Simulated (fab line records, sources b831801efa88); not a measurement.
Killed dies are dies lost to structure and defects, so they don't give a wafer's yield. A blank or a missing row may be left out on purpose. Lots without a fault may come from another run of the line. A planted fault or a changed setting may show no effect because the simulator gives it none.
fab line records | flow gf180mcu
record lots=5 wafers=15 last_day=33
route steps=602 shown HV_LDD@219 NSD@235 PSD@248
lots that met no fault: from a run of the same line without faults
start_h: hours from the record's first day to the start of the lot's first wafer shown | wait_h: hours since the lot's step before | " the same as in the row above | L1.1+2: a row that stands for several wafers | - no value, or no start given | * or withheld: withheld | < > ~ a bound
route shown NAME@n: a module of which the file shows steps, and the number in the route of the first | usual: mean/standard deviation of fault-free wafers | same: alike in all rows | chamber/n: place in a boat | sites: the reading at each site | _std_site: their standard deviation | _edge_site: outer sites' mean less inner sites' | radius_mm: how far each site lies from the wafer's centre | mask NAME#n: copy n | behind: the tool/chamber that last shaped the wafer | hold: why the lot was held/for how many hours/how that ended | device: the transistor (n, p or np) that didn't switch | end of line: the same wafers' tests at the end of the route | a step without rows: its recipe alone | killed: dies lost to structure and defects at the first sort, not the wafer's yield | map: a wafer's dies, x killed, . not, _ none there
set.NAME: the setting as run; set.NAME@STEP: as run at that earlier step | model.NAME: the simulator's own value behind a step, which no gauge read
lots at some steps of the route; a table a step, a row a wafer
services: from which hour (start_h, from the record's first day; less than 0 if before it) a tool's chamber was out of use, for how many hours, and why
## steps
# step GF_HV_LDD_EXPOSE_43
# recipe mask_id=Pplus_HV_AREA target_cd_nm=400 na=0.6 source_shape=conventional sigma_outer=0.6 dose_mj=140
# usual reticle_temp_C=23.00/0.094
# columns lot.wafer tool chamber start_h wait_h mask reticle_temp_C
L074.1 iline_stepper-02 0 - - Pplus_HV_AREA#0 22.98
L074.2 " 0 " " Pplus_HV_AREA#0 22.87
L074.3 " 0 " " Pplus_HV_AREA#0 22.80
L076.3 iline_stepper-02 0 - - Pplus_HV_AREA#0 23.05
L076.4 " 0 " " Pplus_HV_AREA#0 23.20
L076.5 " 0 " " Pplus_HV_AREA#0 23.14
L077.2 iline_stepper-01 0 - - Pplus_HV_AREA#0 22.94
L077.3 " 0 " " Pplus_HV_AREA#0 23.00
L077.5 " 0 " " Pplus_HV_AREA#0 23.06
L080.4 iline_stepper-01 0 - - Pplus_HV_AREA#0 22.91
L080.5 " 0 " " Pplus_HV_AREA#0 23.20
L080.6 " 0 " " Pplus_HV_AREA#0 22.99
L090.1 iline_stepper-02 0 - - Pplus_HV_AREA#0 23.05
L090.2 " 0 " " Pplus_HV_AREA#0 22.94
L090.4 " 0 " " Pplus_HV_AREA#0 23.06
# step GF_HV_LDD_PEB_44
# recipe temp_c=withheld time_s=* resist=NOVOLAK
# same time_s=*
# columns lot.wafer tool chamber start_h wait_h
L074.1+2+3 litho_track-02 0 - -
L076.3+4+5 litho_track-01 0 - -
L077.2+3+5 litho_track-03 0 - -
L080.4+5+6 litho_track-02 0 - -
L090.1+2+4 litho_track-03 0 - -
# step GF_HV_LDD_DEVELOP_45
# recipe develop_time_s=60 dev_temp_c=23
# columns lot.wafer tool chamber start_h wait_h
L074.1+2+3 litho_track-02 0 272.16 0.1
L076.3+4+5 litho_track-01 0 299.30 0.1
L077.2+3+5 litho_track-03 0 308.38 0.1
L080.4+5+6 litho_track-02 0 318.64 0.1
L090.1+2+4 litho_track-03 0 404.31 0.1
# step GF_HV_LDD_CD_MEAS_46
# recipe target_cd_nm=400
# usual cd_nm=399.7/2.3
# columns lot.wafer tool chamber start_h wait_h cd_nm
L074.1 cd_sem-01 - 272.31 0.1 398.6
L074.2 " - " " 400.6
L074.3 " - " " 400.5
L076.3 cd_sem-01 - 299.44 0.1 397.2
L076.4 " - " " 399.2
L076.5 " - " " 399.2
L077.2 cd_sem-01 - 308.53 0.1 396.6
L077.3 " - " " 397.7
L077.5 " - " " 396.4
L080.4 cd_sem-02 - 318.77 0.1 401.3
L080.5 " - " " 398.8
L080.6 " - " " 401.0
L090.1 cd_sem-01 - 404.46 0.1 397.0
L090.2 " - " " 397.7
L090.4 " - " " 396.0
# step GF_HV_LDD_OVL_MEAS_47
# usual HV_LDD_03_OVL=-0.2/1.8
# columns lot.wafer tool chamber start_h wait_h HV_LDD_03_OVL[nm]
L074.1 overlay-01 - 272.43 0.1 1.7
L074.2 " - " " 2.5
L074.3 " - " " 2.4
L076.3 overlay-02 - 299.53 0.1 1.5
L076.4 " - " " 1.2
L076.5 " - " " 2.2
L077.2 overlay-02 - 308.64 0.1 -2.4
L077.3 " - " " -1.1
L077.5 " - " " 0.0
L080.4 overlay-02 - 318.85 0.1 -1.4
L080.5 " - " " 0.1
L080.6 " - " " -1.3
L090.1 overlay-01 - 404.58 0.1 -0.1
L090.2 " - " " -1.8
L090.4 " - " " 1.1
# step GF_HV_LDD_IMPLANT_48
# recipe species=B energy_kev=25 dose_cm2=3e+13 tilt_deg=7
# columns lot.wafer tool chamber start_h wait_h
L074.1+2+3 implanter-02 0 272.47 0.0
L076.3+4+5 implanter-04 0 299.61 0.1
L077.2+3+5 implanter-02 0 308.69 0.0
L080.4+5+6 implanter-02 0 318.94 0.1
L090.1+2+4 implanter-01 0 404.61 0.0
# step GF_HV_LDD_STRIP_49
# recipe chemistry=O2/N2 power_w=1400 pressure_mtorr=1500 platen_temp_c=250 o2_flow_sccm=3000 n2_flow_sccm=300 overash_fraction=0.5
# usual drypump_motor_current_A=5.9/0.42 heater_power_w=339/37 o2_flow_sccm=3000/9.3 oes_product_au=0.716/0.0045 platen_temp_c=250.03/0.2 strip_time_to_endpoint_s=12.62/0.033
# columns lot.wafer tool chamber start_h wait_h drypump_motor_current_A heater_power_w o2_flow_sccm oes_product_au platen_temp_c rf_hours_counter_h strip_time_to_endpoint_s
L074.1 plasma_asher-03 0 272.62 0.1 5.4 294 2984 0.713 250.10 50 12.63
L074.2 " 1 " " 5.8 351 2999 0.720 250.31 50 12.60
L074.3 " 0 " " 5.4 291 2973 0.711 250.17 - 12.59
L076.3 plasma_asher-03 0 299.74 0.1 5.4 294 2992 0.707 250.20 - 12.62
L076.4 " 1 " " 5.8 354 3012 0.717 249.99 - 12.60
L076.5 " 1 " " 5.8 352 2992 0.720 250.08 - 12.58
L077.2 plasma_asher-02 0 308.82 0.1 6.4 410 3003 0.721 249.83 19 12.57
L077.3 " 0 " " 6.4 408 3005 0.723 250.12 - 12.60
L077.5 " 0 " " 6.4 409 3014 0.718 249.91 - 12.62
L080.4 plasma_asher-01 1 319.05 0.1 6.1 310 2991 0.708 249.83 - 12.63
L080.5 " 1 " " 6.1 310 2999 0.726 249.90 - 12.66
L080.6 " 0 " " 6.5 321 2988 0.716 250.10 - 12.64
L090.1 plasma_asher-01 1 404.76 0.1 6.1 314 3003 0.722 250.26 74 12.66
L090.2 " 0 " " 6.4 319 3004 0.721 250.06 74 12.62
L090.4 " 1 " " 6.1 317 2991 0.717 250.41 - 12.67
# step GF_HV_LDD_TW_MEAS_50
# usual HV_LDD_4_TW=572/3.1
# columns lot.wafer tool chamber start_h wait_h HV_LDD_4_TW
L074.1 film_metro-03 - 272.72 0.1 571
L074.2 " - " " 571
L074.3 " - " " 570
L076.3 film_metro-01 - 299.83 0.1 567
L076.4 " - " " 566
L076.5 " - " " 568
L077.2 film_metro-03 - 308.93 0.1 572
L077.3 " - " " 572
L077.5 " - " " 574
L080.4 film_metro-03 - 319.15 0.1 573
L080.5 " - " " 575
L080.6 " - " " 579
L090.1 film_metro-04 - 404.86 0.1 574
L090.2 " - " " 572
L090.4 " - " " 571
# step GF_HV_LDD_CLEAN_51
# recipe chemistry=SC1/SC2 mix=1:4:20 temp_c=70 time_s=150 dry=n2_spin
# same time_s=150
# columns lot.wafer tool chamber start_h wait_h
L074.1+2+3 wet_bench-02 2 272.78 0.1
L076.3+4+5 wet_bench-04 0 299.87 0.0
L077.2+3+5 wet_bench-02 0 308.98 0.0
L080.4+5+6 wet_bench-01 1 319.18 0.0
L090.1+2+4 wet_bench-01 0 404.92 0.1
# step GF_HV_LDD_RTA_52
# recipe temp_c=1000 time_s=10 ambient=N2
# usual lamp_power_pct=34.8/0.69 wafer_temp_C_max=1004.2/1.6
# same time_s=10
# columns lot.wafer tool chamber start_h wait_h lamp_power_pct wafer_temp_C_max
L074.1 rtp_anneal-02 0 272.84 0.0 35.3 1004.6
L074.2 " 0 " " 35.3 1003.5
L074.3 " 0 " " 35.3 1002.7
L076.3 rtp_anneal-02 0 300.00 0.0 35.3 1004.1
L076.4 " 0 " " 35.4 1002.6
L076.5 " 0 " " 35.3 1002.7
L077.2 rtp_anneal-01 0 309.04 0.0 34.0 1005.3
L077.3 " 0 " " 33.9 1006.4
L077.5 " 0 " " 33.9 1005.9
L080.4 rtp_anneal-02 0 319.35 0.1 35.4 1003.0
L080.5 " 0 " " 35.4 1002.7
L080.6 " 0 " " 35.4 1002.7
L090.1 rtp_anneal-01 0 404.97 0.0 33.9 1007.7
L090.2 " 0 " " 33.9 1006.0
L090.4 " 0 " " 33.9 1005.4
# step GF_HV_LDD_RS_MEAS_53
# recipe thk_meas_gauge=four-point-probe
# usual HV_LDD_RS=418.2/0.76
# columns lot.wafer tool chamber start_h wait_h HV_LDD_RS[ohm/sq]
L074.1 film_metro-01 - 272.90 0.1 418.8
L074.2 " - " " 416.6
L074.3 " - " " 417.5
L076.3 film_metro-03 - 300.08 0.1 418.9
L076.4 " - " " 419.5
L076.5 " - " " 419.6
L077.2 film_metro-01 - 309.12 0.1 418.0
L077.3 " - " " 417.5
L077.5 " - " " 417.9
L080.4 film_metro-03 - 319.47 0.1 418.1
L080.5 " - " " 417.8
L080.6 " - " " 417.3
L090.1 film_metro-04 - 405.04 0.1 418.2
L090.2 " - " " 418.0
L090.4 " - " " 418.1
# step GF_HV_LDD_CVD_54
# recipe material=SiO2 target_thk_nm=10 precursor=TEOS temp_c=680 time_s=75 pressure_mtorr=400
# usual spike_tc_centre_C=680.2/1.2 zone_power_centre_pct=11.2/0.88
# same time_s=75
# columns lot.wafer tool chamber start_h wait_h spike_tc_centre_C zone_power_centre_pct
L074.1 lpcvd-01 1 273.02 0.1 680.8 10.5
L074.2 " 1 " " 682.0 10.4
L074.3 " 1 " " 682.7 10.5
L076.3 lpcvd-02 1 300.16 0.1 681.0 10.3
L076.4 " 1 " " 682.1 10.1
L076.5 " 1 " " 680.2 10.1
L077.2 lpcvd-01 1 309.22 0.1 681.4 10.5
L077.3 " 1 " " 680.4 10.5
L077.5 " 1 " " 679.2 10.5
L080.4 lpcvd-01 0 319.53 0.0 680.7 10.9
L080.5 " 0 " " 681.1 10.9
L080.6 " 0 " " 681.2 11.0
L090.1 lpcvd-02 1 405.16 0.1 679.8 10.2
L090.2 " 1 " " 679.8 10.2
L090.4 " 1 " " 680.7 10.2
# step GF_HV_LDD_THK_MEAS_55
# recipe reads=SiO2_of_HV_LDD_CVD_54
# usual HV_LDD_CVD_54_THK=10.02/0.16
# columns lot.wafer tool chamber start_h wait_h HV_LDD_CVD_54_THK[nm]
L074.1 film_metro-01 - 274.04 0.0 10.24
L074.2 " - " " 10.28
L074.3 " - " " 10.28
L076.3 film_metro-03 - 301.21 0.0 10.29
L076.4 " - " " 10.17
L076.5 " - " " 10.26
L077.2 film_metro-01 - 310.25 0.0 9.84
L077.3 " - " " 9.87
L077.5 " - " " 9.88
L080.4 film_metro-03 - 320.58 0.0 9.80
L080.5 " - " " 9.80
L080.6 " - " " 9.82
L090.1 film_metro-01 - 406.18 0.0 10.05
L090.2 " - " " 9.93
L090.4 " - " " 10.09
# step GF_HV_LDD_CVD_56
# recipe material=Si3N4 precursor=DCS/NH3 target_thk_nm=90 temp_c=770 time_s=1543 pressure_mtorr=250
# usual spike_tc_centre_C=770.2/1.1 zone_power_centre_pct=13.8/0.99
# same time_s=1543
# columns lot.wafer tool chamber start_h wait_h spike_tc_centre_C zone_power_centre_pct
L074.1 lpcvd-01 0 274.10 0.1 772.7 14.0
L074.2 " 0 " " 769.6 13.8
L074.3 " 0 " " 770.6 13.7
L076.3 lpcvd-01 0 301.25 0.0 771.1 13.7
L076.4 " 0 " " 772.2 14.0
L076.5 " 0 " " 771.8 14.0
L077.2 lpcvd-02 0 310.34 0.1 768.3 15.4
L077.3 " 0 " " 768.6 15.3
L077.5 " 0 " " 768.3 15.6
L080.4 lpcvd-01 1 320.61 0.0 771.5 13.1
L080.5 " 1 " " 771.9 13.3
L080.6 " 1 " " 769.5 13.2
L090.1 lpcvd-01 0 406.24 0.1 770.7 13.7
L090.2 " 0 " " 770.0 13.9
L090.4 " 0 " " 770.9 13.8
# step GF_HV_LDD_THK_MEAS_57
# recipe reads=Si3N4_of_HV_LDD_CVD_56
# usual HV_LDD_CVD_56_THK=90.0/0.92
# columns lot.wafer tool chamber start_h wait_h HV_LDD_CVD_56_THK[nm]
L074.1 film_metro-01 - 275.53 0.0 90.4
L074.2 " - " " 89.9
L074.3 " - " " 89.7
L076.3 film_metro-03 - 302.69 0.0 89.7
L076.4 " - " " 90.4
L076.5 " - " " 90.7
L077.2 film_metro-01 - 311.78 0.0 90.9
L077.3 " - " " 91.3
L077.5 " - " " 91.2
L080.4 film_metro-04 - 322.07 0.0 89.2
L080.5 " - " " 89.9
L080.6 " - " " 89.5
L090.1 film_metro-04 - 407.67 0.0 90.1
L090.2 " - " " 90.8
L090.4 " - " " 90.8
# step GF_HV_LDD_ETCHBACK_58
# recipe chemistry=CH3F/O2 target=Si3N4 stop_on=SiO2 source_w=400 bias_w=80 pressure_mtorr=25 ch3f_flow_sccm=40 O2_flow_sccm=30 time_s=100 target_depth_a=900
# usual drypump_motor_current_A=5.7/0.46 oes_product_au=0.842/0.0072 throttle_valve_pct=10.561/0.0094
# same time_s=100
# columns lot.wafer tool chamber start_h wait_h drypump_motor_current_A oes_product_au rf_hours_counter_h throttle_valve_pct
L074.1 rie_diel-02 0 275.59 0.1 5.8 0.844 120 10.557
L074.2 " 3 " " 5.6 0.838 93 10.552
L074.3 " 2 " " 5.8 0.846 102 10.567
L076.3 rie_diel-01 1 302.73 0.0 6.0 0.841 26 10.551
L076.4 " 0 " " 5.7 0.845 1 10.560
L076.5 " 3 " " 5.7 0.849 - 10.563
L077.2 rie_diel-01 2 311.83 0.0 5.2 0.856 4 10.563
L077.3 " 1 " " 6.0 0.845 27 10.540
L077.5 " 2 " " 5.2 0.852 - 10.559
L080.4 rie_diel-02 1 322.10 0.0 5.4 0.841 38 10.554
L080.5 " 2 " " 5.8 0.840 - 10.568
L080.6 " 1 " " 5.5 0.840 - 10.570
L090.1 rie_diel-01 0 407.73 0.1 5.7 0.843 4 10.562
L090.2 " 2 " " 5.2 0.848 6 10.558
L090.4 " 1 " " 6.0 0.852 29 10.542
# step GF_NSD_DEHYDRATE_00
# recipe temp_c=200 time_s=60
# same time_s=60
# columns lot.wafer tool chamber start_h wait_h
L074.1+2+3 litho_track-03 0 284.36 8.7
L076.3+4+5 litho_track-01 0 312.35 9.6
L077.2+3+5 litho_track-03 0 321.08 9.2
L080.4+5+6 litho_track-01 0 331.63 9.5
L090.1+2+4 litho_track-03 0 418.76 11.0
# step GF_NSD_HMDS_01
# recipe prime_time_s=60 prime_temp_c=120
# usual prime_temp_c=119.95/0.12
# columns lot.wafer tool chamber start_h wait_h prime_temp_c
L074.1 litho_track-03 0 284.51 0.1 119.75
L074.2 " 0 " " 119.98
L074.3 " 0 " " 119.74
L076.3 litho_track-01 0 312.50 0.1 120.02
L076.4 " 0 " " 119.78
L076.5 " 0 " " 119.92
L077.2 litho_track-03 0 321.23 0.1 119.88
L077.3 " 0 " " 119.94
L077.5 " 0 " " 120.16
L080.4 litho_track-01 0 331.78 0.1 119.96
L080.5 " 0 " " 120.05
L080.6 " 0 " " 120.05
L090.1 litho_track-03 0 418.91 0.1 120.06
L090.2 " 0 " " 119.91
L090.4 " 0 " " 119.97
# step GF_NSD_COAT_02
# recipe resist=NOVOLAK spin_rpm=3000 resist_thk_nm=1000
# columns lot.wafer tool chamber start_h wait_h
L074.1+2+3 litho_track-03 0 284.66 0.1
L076.3+4+5 litho_track-01 0 312.65 0.1
L077.2+3+5 litho_track-03 0 321.38 0.1
L080.4+5+6 litho_track-01 0 331.93 0.1
L090.1+2+4 litho_track-03 0 419.06 0.1
# step GF_NSD_SOFTBAKE_03
# recipe temp_c=90 time_s=60 resist=NOVOLAK
# same time_s=60
# columns lot.wafer tool chamber start_h wait_h
L074.1+2+3 litho_track-03 0 284.81 0.1
L076.3+4+5 litho_track-01 0 312.80 0.1
L077.2+3+5 litho_track-03 0 321.53 0.1
L080.4+5+6 litho_track-01 0 332.08 0.1
L090.1+2+4 litho_track-03 0 419.21 0.1
# step GF_NSD_EXPOSE_04
# recipe mask_id=Nplus target_cd_nm=400 na=0.6 source_shape=conventional sigma_outer=0.6 dose_mj=140
# usual reticle_temp_C=23.01/0.11
# columns lot.wafer tool chamber start_h wait_h mask reticle_temp_C
L074.1 iline_stepper-01 0 - - Nplus#0 23.27
L074.2 " 0 " " Nplus#0 23.09
L074.3 " 0 " " Nplus#0 23.23
L076.3 iline_stepper-02 0 - - Nplus#0 23.06
L076.4 " 0 " " Nplus#0 22.96
L076.5 " 0 " " Nplus#0 22.86
L077.2 iline_stepper-02 0 - - Nplus#0 22.93
L077.3 " 0 " " Nplus#0 22.95
L077.5 " 0 " " Nplus#0 23.14
L080.4 iline_stepper-02 0 - - Nplus#0 23.01
L080.5 " 0 " " Nplus#0 23.08
L080.6 " 0 " " Nplus#0 23.02
L090.1 iline_stepper-01 0 - - Nplus#0 22.87
L090.2 " 0 " " Nplus#0 22.90
L090.4 " 0 " " Nplus#0 22.81
# step GF_NSD_PEB_05
# recipe temp_c=withheld time_s=* resist=NOVOLAK
# same time_s=*
# columns lot.wafer tool chamber start_h wait_h
L074.1+2+3 litho_track-04 0 - -
L076.3+4+5 litho_track-04 0 - -
L077.2+3+5 litho_track-01 0 - -
L080.4+5+6 litho_track-03 0 - -
L090.1+2+4 litho_track-04 0 - -
# step GF_NSD_DEVELOP_06
# recipe develop_time_s=60 dev_temp_c=23
# columns lot.wafer tool chamber start_h wait_h
L074.1+2+3 litho_track-04 0 294.85 0.1
L076.3+4+5 litho_track-04 0 322.20 0.1
L077.2+3+5 litho_track-01 0 331.43 0.1
L080.4+5+6 litho_track-03 0 342.98 0.1
L090.1+2+4 litho_track-04 0 431.10 0.1
# step GF_NSD_CD_MEAS_07
# recipe target_cd_nm=400
# usual cd_nm=400.4/2.1
# columns lot.wafer tool chamber start_h wait_h cd_nm
L074.1 cd_sem-01 - 295.00 0.1 401.3
L074.2 " - " " 399.4
L074.3 " - " " 402.1
L076.3 cd_sem-01 - 322.34 0.1 398.5
L076.4 " - " " 398.6
L076.5 " - " " 400.1
L077.2 cd_sem-01 - 331.57 0.1 400.6
L077.3 " - " " 401.4
L077.5 " - " " 402.2
L080.4 cd_sem-01 - 343.12 0.1 403.4
L080.5 " - " " 404.3
L080.6 " - " " 403.0
L090.1 cd_sem-01 - 431.25 0.1 400.4
L090.2 " - " " 401.8
L090.4 " - " " 402.0
# step GF_NSD_OVL_MEAS_08
# usual NSD_OVL=1.7/1.4
# columns lot.wafer tool chamber start_h wait_h NSD_OVL[nm]
L074.1 overlay-01 - 295.12 0.1 1.6
L074.2 " - " " 2.2
L074.3 " - " " 2.7
L076.3 overlay-01 - 322.43 0.1 1.6
L076.4 " - " " 2.3
L076.5 " - " " 0.4
L077.2 overlay-01 - 331.68 0.1 3.3
L077.3 " - " " 4.5
L077.5 " - " " 4.1
L080.4 overlay-02 - 343.20 0.1 3.8
L080.5 " - " " 1.9
L080.6 " - " " 3.2
L090.1 overlay-02 - 431.37 0.1 0.6
L090.2 " - " " 0.4
L090.4 " - " " 0.8
# step GF_NSD_IMPLANT_09
# recipe species=As energy_kev=60 dose_cm2=4e+15 tilt_deg=7
# columns lot.wafer tool chamber start_h wait_h
L074.1+2+3 implanter-01 0 295.16 0.0
L076.3+4+5 implanter-02 0 322.51 0.1
L077.2+3+5 implanter-03 0 331.73 0.0
L080.4+5+6 implanter-03 0 343.29 0.1
L090.1+2+4 implanter-03 0 431.41 0.0
# step GF_NSD_IMPLANT_10
# recipe species=P energy_kev=40 dose_cm2=5e+14 tilt_deg=7
# columns lot.wafer tool chamber start_h wait_h
L074.1+2+3 implanter-01 0 295.31 0.1
L076.3+4+5 implanter-02 0 322.66 0.1
L077.2+3+5 implanter-03 0 331.88 0.1
L080.4+5+6 implanter-03 0 343.44 0.1
L090.1+2+4 implanter-03 0 431.56 0.1
# step GF_NSD_STRIP_11
# recipe chemistry=O2/N2 power_w=1400 pressure_mtorr=1500 platen_temp_c=250 o2_flow_sccm=3000 n2_flow_sccm=300 overash_fraction=0.5
# usual drypump_motor_current_A=5.7/0.41 heater_power_w=348/51 o2_flow_sccm=3000/9.8 oes_product_au=0.487/0.0042 platen_temp_c=250.03/0.17 strip_time_to_endpoint_s=22.96/0.039
# columns lot.wafer tool chamber start_h wait_h drypump_motor_current_A heater_power_w o2_flow_sccm oes_product_au platen_temp_c rf_hours_counter_h strip_time_to_endpoint_s
L074.1 plasma_asher-02 0 295.46 0.1 6.5 415 3018 0.489 249.84 18 22.95
L074.2 " 1 " " 5.4 370 3008 0.484 249.91 18 23.00
L074.3 " 0 " " 6.4 410 3005 0.489 250.07 - 22.94
L076.3 plasma_asher-03 1 322.79 0.1 5.8 355 3015 0.483 250.15 - 22.89
L076.4 " 0 " " 5.4 294 3000 0.485 250.01 - 22.93
L076.5 " 1 " " 5.8 363 2997 0.491 250.02 - 22.90
L077.2 plasma_asher-03 0 332.01 0.1 5.4 302 3001 0.487 249.74 56 22.95
L077.3 " 1 " " 5.8 348 2991 0.484 250.24 - 22.90
L077.5 " 0 " " 5.4 299 3002 0.488 249.91 - 22.92
L080.4 plasma_asher-04 1 343.55 0.1 5.8 265 3009 0.492 250.10 - 22.95
L080.5 " 0 " " 5.1 409 3006 0.480 250.34 - 22.95
L080.6 " 1 " " 5.8 265 3001 0.497 250.08 - 22.95
L090.1 plasma_asher-04 0 431.71 0.1 5.2 403 2991 0.491 249.98 0 22.97
L090.2 " 1 " " 5.8 273 3000 0.483 250.14 0 22.95
L090.4 " 0 " " 5.1 396 2992 0.489 250.15 - 22.98
# step GF_NSD_TW_MEAS_12
# usual NSD_TW=4251/41
# columns lot.wafer tool chamber start_h wait_h NSD_TW
L074.1 film_metro-04 - 295.56 0.1 4280
L074.2 " - " " 4278
L074.3 " - " " 4279
L076.3 film_metro-03 - 322.88 0.1 4304
L076.4 " - " " 4314
L076.5 " - " " 4297
L077.2 film_metro-02 - 332.12 0.1 4194
L077.3 " - " " 4218
L077.5 " - " " 4222
L080.4 film_metro-03 - 343.65 0.1 4283
L080.5 " - " " 4301
L080.6 " - " " 4288
L090.1 film_metro-02 - 431.81 0.1 4229
L090.2 " - " " 4218
L090.4 " - " " 4220
# step GF_PSD_DEHYDRATE_00
# recipe temp_c=200 time_s=60
# same time_s=60
# columns lot.wafer tool chamber start_h wait_h
L074.1+2+3 litho_track-02 0 304.96 9.4
L076.3+4+5 litho_track-02 0 332.41 9.5
L077.2+3+5 litho_track-04 0 342.28 10.1
L080.4+5+6 litho_track-03 0 353.08 9.4
L090.1+2+4 litho_track-04 0 443.80 12.0
# step GF_PSD_HMDS_01
# recipe prime_time_s=60 prime_temp_c=120
# usual prime_temp_c=120.03/0.15
# columns lot.wafer tool chamber start_h wait_h prime_temp_c
L074.1 litho_track-02 0 305.11 0.1 119.84
L074.2 " 0 " " 119.89
L074.3 " 0 " " 119.89
L076.3 litho_track-02 0 332.56 0.1 120.03
L076.4 " 0 " " 120.06
L076.5 " 0 " " 120.09
L077.2 litho_track-04 0 342.43 0.1 119.96
L077.3 " 0 " " 120.15
L077.5 " 0 " " 120.04
L080.4 litho_track-03 0 353.23 0.1 119.80
L080.5 " 0 " " 119.85
L080.6 " 0 " " 119.85
L090.1 litho_track-04 0 443.95 0.1 120.04
L090.2 " 0 " " 119.64
L090.4 " 0 " " 120.12
# step GF_PSD_COAT_02
# recipe resist=NOVOLAK spin_rpm=3000 resist_thk_nm=1000
# columns lot.wafer tool chamber start_h wait_h
L074.1+2+3 litho_track-02 0 305.26 0.1
L076.3+4+5 litho_track-02 0 332.71 0.1
L077.2+3+5 litho_track-04 0 342.58 0.1
L080.4+5+6 litho_track-03 0 353.38 0.1
L090.1+2+4 litho_track-04 0 444.10 0.1
# step GF_PSD_SOFTBAKE_03
# recipe temp_c=90 time_s=60 resist=NOVOLAK
# same time_s=60
# columns lot.wafer tool chamber start_h wait_h
L074.1+2+3 litho_track-02 0 305.41 0.1
L076.3+4+5 litho_track-02 0 332.86 0.1
L077.2+3+5 litho_track-04 0 342.73 0.1
L080.4+5+6 litho_track-03 0 353.53 0.1
L090.1+2+4 litho_track-04 0 444.25 0.1
# step GF_PSD_EXPOSE_04
# recipe mask_id=Pplus target_cd_nm=400 na=0.6 source_shape=conventional sigma_outer=0.6 dose_mj=140
# usual reticle_temp_C=22.98/0.094
# columns lot.wafer tool chamber start_h wait_h mask reticle_temp_C
L074.1 iline_stepper-02 0 - - Pplus#0 22.86
L074.2 " 0 " " Pplus#0 23.05
L074.3 " 0 " " Pplus#0 22.98
L076.3 iline_stepper-01 0 - - Pplus#0 22.99
L076.4 " 0 " " Pplus#0 22.92
L076.5 " 0 " " Pplus#0 22.91
L077.2 iline_stepper-01 0 - - Pplus#0 22.93
L077.3 " 0 " " Pplus#0 23.11
L077.5 " 0 " " Pplus#0 23.10
L080.4 iline_stepper-01 0 - - Pplus#0 22.98
L080.5 " 0 " " Pplus#0 22.95
L080.6 " 0 " " Pplus#0 23.08
L090.1 iline_stepper-01 0 - - Pplus#0 23.09
L090.2 " 0 " " Pplus#0 22.86
L090.4 " 0 " " Pplus#0 22.99
# step GF_PSD_PEB_05
# recipe temp_c=withheld time_s=* resist=NOVOLAK
# same time_s=*
# columns lot.wafer tool chamber start_h wait_h
L074.1+2+3 litho_track-04 0 - -
L076.3+4+5 litho_track-04 0 - -
L077.2+3+5 litho_track-04 0 - -
L080.4+5+6 litho_track-03 0 - -
L090.1+2+4 litho_track-02 0 - -
# step GF_PSD_DEVELOP_06
# recipe develop_time_s=60 dev_temp_c=23
# columns lot.wafer tool chamber start_h wait_h
L074.1+2+3 litho_track-04 0 314.95 0.1
L076.3+4+5 litho_track-04 0 343.40 0.1
L077.2+3+5 litho_track-04 0 352.53 0.1
L080.4+5+6 litho_track-03 0 364.18 0.1
L090.1+2+4 litho_track-02 0 456.61 0.1
# step GF_PSD_CD_MEAS_07
# recipe target_cd_nm=400
# usual cd_nm=400.2/2.3
# columns lot.wafer tool chamber start_h wait_h cd_nm
L074.1 cd_sem-02 - 315.10 0.1 403.8
L074.2 " - " " 402.1
L074.3 " - " " 403.8
L076.3 cd_sem-01 - 343.54 0.1 400.7
L076.4 " - " " 397.0
L076.5 " - " " 399.9
L077.2 cd_sem-02 - 352.67 0.1 397.9
L077.3 " - " " 399.3
L077.5 " - " " 398.5
L080.4 cd_sem-02 - 364.32 0.1 402.3
L080.5 " - " " 402.3
L080.6 " - " " 402.4
L090.1 cd_sem-01 - 456.76 0.1 396.6
L090.2 " - " " 395.3
L090.4 " - " " 397.2
# step GF_PSD_OVL_MEAS_08
# usual PSD_OVL=0.4/1.6
# columns lot.wafer tool chamber start_h wait_h PSD_OVL[nm]
L074.1 overlay-01 - 315.22 0.1 1.2
L074.2 " - " " 0.6
L074.3 " - " " 1.2
L076.3 overlay-01 - 343.63 0.1 -0.2
L076.4 " - " " -0.2
L076.5 " - " " 0.9
L077.2 overlay-02 - 352.78 0.1 -1.6
L077.3 " - " " 1.4
L077.5 " - " " 1.2
L080.4 overlay-02 - 364.40 0.1 -1.9
L080.5 " - " " -3.3
L080.6 " - " " -1.6
L090.1 overlay-02 - 456.88 0.1 1.0
L090.2 " - " " 0.0
L090.4 " - " " 1.2
# step GF_PSD_IMPLANT_09
# recipe species=BF2 energy_kev=40 dose_cm2=1.5e+15 tilt_deg=7
# columns lot.wafer tool chamber start_h wait_h
L074.1+2+3 implanter-04 0 315.26 0.0
L076.3+4+5 implanter-03 0 343.71 0.1
L077.2+3+5 implanter-04 0 352.83 0.0
L080.4+5+6 implanter-01 0 364.49 0.1
L090.1+2+4 implanter-03 0 456.92 0.0
## services
# columns tool chamber start_h hours kind
implanter-03 - 247.67 6.0 pm
implanter-04 - 248.13 2.5 repair
implanter-03 - 264.14 13.3 pm
implanter-01 - 272.03 4.7 pm
implanter-03 - 290.26 2.1 repair
iline_stepper-01 - 321.58 1.7 pm
implanter-03 - 324.46 1.4 repair
lpcvd-02 - 331.52 0.2 repair
iline_stepper-02 - 336.79 8.3 repair
rie_diel-01 - 344.43 2.8 pm
lpcvd-02 - 345.27 2.8 pm
implanter-03 - 353.83 3.1 repair
implanter-03 - 356.71 3.0 repair
plasma_asher-03 - 361.89 15.6 pm
lpcvd-01 - 372.75 0.3 repair
implanter-02 - 380.18 2.3 repair
implanter-04 - 398.79 18.4 pm
lpcvd-02 - 399.72 0.3 repair
lpcvd-02 - 408.56 6.0 pm
lpcvd-01 - 416.28 6.1 pm
iline_stepper-02 - 420.31 1.7 pm
implanter-04 - 424.68 4.0 repair
implanter-02 - 437.06 4.8 pm
rie_diel-01 0 456.18 5.5 repair
## key
fault none
